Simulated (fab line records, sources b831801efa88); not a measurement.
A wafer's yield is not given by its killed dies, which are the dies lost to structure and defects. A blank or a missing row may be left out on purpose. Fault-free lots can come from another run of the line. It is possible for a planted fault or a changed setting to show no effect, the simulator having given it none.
Which tool was responsible? -- flow sky130 -- 24 lots, 72 wafers sampled, at 2 steps of a route of 708

WHAT THE GAUGES READ, wafer by wafer
SKY_LDD_N_OVL_MEAS_07.
lot,measured,on,LDD_N_OVL (nm)
L074,day 17 09:29,overlay-01,-1.1 0.1 -0.7
L075,day 17 20:20,overlay-02,-2.3 1.0 0.8
L076,day 18 03:00,overlay-01,-0.7 0.9 -0.4
L077,day 18 10:36,overlay-02,-1.1 -3.3 0.1
L078,day 19 00:20,overlay-02,0.2 -0.9 -0.2
L079,day 19 13:46,overlay-02,1.3 1.3 1.9
L082,day 20 20:40,overlay-02,-1.3 -0.7 -0.1
L080,day 20 21:32,overlay-01,-1.9 -3.0 -3.0
L081,day 20 21:49,overlay-02,-1.6 0.0 1.6
L083,day 21 05:56,overlay-02,2.8 2.3 2.0
L084,day 21 15:46,overlay-01,0.3 0.9 1.3
L085,day 22 00:37,overlay-01,-3.7 -3.9 -3.1
L086,day 22 10:20,overlay-02,-2.1 -0.9 -2.1
L087,day 22 12:04,overlay-02,-0.4 -0.3 -0.2
L088,day 23 02:39,overlay-02,-1.1 -0.4 0.2
L089,day 23 09:50,overlay-01,-0.2 -0.6 -0.7
L090,day 23 15:16,overlay-02,-1.4 0.8 1.0
L091,day 24 01:25,overlay-01,-0.1 -1.1 -0.8
L092,day 24 12:32,overlay-02,2.1 -1.8 0.2
L093,day 25 00:49,overlay-01,-1.0 -0.2 -0.8
L094,day 25 05:58,overlay-01,-1.7 0.7 -1.0
L095,day 25 14:22,overlay-01,-1.3 0.6 -0.1
L096,day 25 15:17,overlay-02,-0.1 -2.2 -2.9
L097,day 25 19:14,overlay-01,-2.4 -0.8 -2.2

SKY_CONTACT_RS_MEAS_25: measures by four-point-probe.
lot,measured,on,CONTACT_W_RS (ohm/sq)
L074,day 31 06:47,film metro-01,0.328 0.331 0.335
L075,day 31 15:54,film metro-01,0.338 0.343 0.341
L076,day 31 22:15,film metro-03,0.327 0.333 0.335
L077,day 32 06:54,film metro-01,0.340 0.340 0.339
L078,day 32 16:19,film metro-03,0.327 0.328 0.332
L079,day 33 09:16,film metro-04,0.340 0.341 0.340
L082,day 34 08:47,film metro-03,0.341 0.335 0.338
L080,day 34 11:26,film metro-01,0.341 0.341 0.337
L081,day 34 14:08,film metro-01,0.340 0.343 0.341
L083,day 34 17:06,film metro-04,0.340 0.338 0.339
L084,day 35 02:38,film metro-03,0.341 0.342 0.336
L085,day 35 09:31,film metro-03,0.334 0.333 0.333
L086,day 35 18:39,film metro-03,0.340 0.337 0.340
L087,day 35 19:56,film metro-03,0.338 0.338 0.336
L088,day 36 09:07,film metro-04,0.331 0.326 0.330
L089,day 36 16:48,film metro-01,0.328 0.328 0.327
L090,day 36 20:02,film metro-01,0.336 0.334 0.334
L091,day 37 03:46,film metro-04,0.335 0.334 0.334
L092,day 37 15:29,film metro-03,0.336 0.336 0.327
L093,day 37 23:13,film metro-03,0.333 0.332 0.334
L094,day 38 08:07,film metro-04,0.340 0.337 0.335
L095,day 38 11:47,film metro-03,0.334 0.328 0.331
L096,day 38 12:32,film metro-04,0.328 0.329 0.334
L097,day 38 15:43,film metro-04,0.330 0.333 0.333

EACH LOT AND THE TOOL THAT RAN IT (in order: tool; ch and the chambers of the sampled wafers; start)
There is no process step in the record ahead of these readings.

AS READ BY THE TOOLS THEMSELVES (means over the sampled wafers that have a number; for cases with no such wafer, the mark the record gives instead)
The record holds no such reading with a usual standard deviation.

THE ANSWER, worked out from the rows above alone
Rule: what is usual is taken from the lots themselves. Put in order of their means at a reading, lots are off if they are a third of the lots or fewer, leave a main group of 4 or more, and stand apart from it by a gap of 3 or more times the standard deviation of the main group's means; of several such gaps the widest counts. The tables above print the reading to a certain number of digits; a main group whose means all agree to those digits is not used. A lot without any number at a reading at which 4 lots or more have one is off too. Where the step has rows for the other lots, those lots are counted as sound. The gauges are gone through in route order, then the tools' own readings, and for those a lot's mean is taken as printed above. At the first step where some lot is off, the reading lying furthest off is the one used; lots without a number count as furthest.
Nothing can be told from this: no lot is off at any reading shown.

WHAT WAS PUT IN BY THE SIMULATOR
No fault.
